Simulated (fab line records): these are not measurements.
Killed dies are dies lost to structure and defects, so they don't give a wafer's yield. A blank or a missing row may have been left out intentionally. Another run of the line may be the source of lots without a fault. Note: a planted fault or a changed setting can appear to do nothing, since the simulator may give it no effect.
Comparing a struck lot with a sound one | flow sky130 | 17 out of 708 route steps
Sound: the wafers L504.1, L504.3, L504.4. Wafers struck: L502.1, L502.2, L502.5. The cause comes at the end.
At each step with rows: each side's tool, then ch and its chambers, then its first start. Under that, the readings that differ: sound wafers | struck wafers | difference of the means | sigmas: that difference in standard deviations of wafers without a fault.
alike: readings with means less than 2 such deviations apart, plus words and numbers identical on both sides. not compared: withheld readings, readings lacking a value on some wafer, bounds such as >300 that could conceal the same value, and numbers that have no deviation in the record and whose values overlap.
Wherever a step has rows on one side only, a row that says differs or no value, or a row with sigmas, the two part there. Numbers that have no deviation but don't overlap get no sigmas and don't part them. A reading missing from all wafers of one side parts the sides only when that side holds two or more wafers.

SKY_PASSIVATION_ETCH_11: etches the open film in CF4/O2, stops on AlCu, target depth 725 nm, time 161.1 s.
  sound on rie-diel-03 ch 0,1,3, day 49 05:07; struck on rie-diel-03 ch 0,1,2, day 48 13:23
  alike: drypump-motor-current-A, oes-product-au, throttle-valve-pct
  not compared: rf-hours-counter-h
SKY_PASSIVATION_STRIP_12: strips in O2/N2.
  sound on plasma-asher-03 ch 0,1, day 49 05:14; struck on plasma-asher-04 ch 0,1, day 48 13:30
  reading                     | sound          | struck         | difference | sigmas
  drypump-motor-current-A (A) | 5.26 5.30 5.29 | 5.90 5.85 5.92 | +0.61      | +2
  alike: oes-product-au, strip-time-to-endpoint-s
  not compared: rf-hours-counter-h
then, 7 steps without rows for these wafers: SKY_PAD_OPEN_DEHYDRATE_00 (time 60 s); SKY_PAD_OPEN_HMDS_01 (prime time 60 s); SKY_PAD_OPEN_COAT_02 (resist thk 3000 nm); SKY_PAD_OPEN_SOFTBAKE_03; SKY_PAD_OPEN_EXPOSE_04 (exposes mask PDM, target cd 60000 nm); SKY_PAD_OPEN_PEB_05; SKY_PAD_OPEN_DEVELOP_06 (develop time 60 s).
SKY_PAD_OPEN_ETCH_07: etches the open film in CF4/O2, stops on AlCu, target depth 725 nm, time 161.1 s.
  sound on rie-diel-02 ch 0,2, day 50 00:05; struck on rie-diel-01 ch 0,2, day 49 08:29
  alike: drypump-motor-current-A, oes-product-au, throttle-valve-pct
  not compared: rf-hours-counter-h
SKY_PAD_OPEN_STRIP_08: strips in O2/N2.
  sound on plasma-asher-02 ch 0,1, day 50 00:12; struck on plasma-asher-01 ch 0,1, day 49 08:36
  reading                     | sound          | struck         | difference | sigmas
  drypump-motor-current-A (A) | 5.89 5.94 5.68 | 5.14 5.30 5.14 | -0.64      | -2
  alike: oes-product-au
  not compared: rf-hours-counter-h
then, 1 step without rows for these wafers: SKY_PAD_OPEN_STRIP_09 (strips in post etch residue remover, time 1200 s).
SKY_PAD_OPEN_CLEAN_10: cleans in IPA, time 180 s.
  sound on wet-bench-01 ch 3, day 50 00:46; struck on wet-bench-03 ch 2, day 49 09:02
then, 2 steps without rows for these wafers: SKY_PAD_OPEN_CLEAN_11 (cleans in O3/DIW); SKY_PAD_OPEN_ANNEAL_12.
SKY_PAD_OPEN_BOW_MEAS_13:
  sound on film-metro-01 at day 50 02:25; struck on film-metro-01 at day 49 10:41
  alike: PAD_OPEN_BOW
SKY_PAD_OPEN_PROBE_99:
  sound on prober-02 at day 50 02:32; struck on prober-01 at day 49 10:49
  reading                               | sound              | struck            | difference | sigmas
  defect-limited-yield (%)              | 85.2 83.5 83.7     | 77.6 78.0 77.8    | -6.3       | -3
  killed-at-other                       | 1 1 0              | 36 36 32          | +34        | +48
  killed-dies                           | 73 81 80           | 110 108 109       | +31        | +3
  killed-on-rim                         | 12 11 6            | 27 26 29          | +18        | +5
  sort_bin_3_pad_short (%)              | 0.4 0.8 0.8        | 2.4 3.7 3.9       | +2.7       | +6
  sort_bin_5_function (%)               | 8.1 9.3 10.0       | 15.0 13.8 13.0    | +4.8       | +4
  sort-n-pass                           | 419 411 412        | 382 384 383       | -31        | -3
  sort-yield-pct (%)                    | 85.2 83.5 83.7     | 77.6 78.0 77.8    | -6.3       | -3
  model.etest.tester.sort-n-pass        | 419 411 412        | 382 384 383       | -31        |
  model.etest.tester.sort-yield-pct (%) | 85.16 83.54 83.74  | 77.64 78.05 77.85 | -6.30      |
  model.etest.tester.sort_bin_5_pct (%) | 8.13 9.35 9.959    | 15.04 13.82 13.01 | +4.81      |
  model.etest.tester.sort_bin_3_pct (%) | 0.4065 0.813 0.813 | 2.439 3.659 3.862 | +2.643     |
  alike: killed_at_M0_to_M3, killed_at_M4_up, killed-at-contacts, killed-at-front-end, killed-open, killed-short, sort_bin_6_memory

## WHERE THEY PART
At SKY_PASSIVATION_STRIP_12 first; at SKY_PAD_OPEN_PROBE_99 last (within this record only).

WHY: what had been put in by the simulator
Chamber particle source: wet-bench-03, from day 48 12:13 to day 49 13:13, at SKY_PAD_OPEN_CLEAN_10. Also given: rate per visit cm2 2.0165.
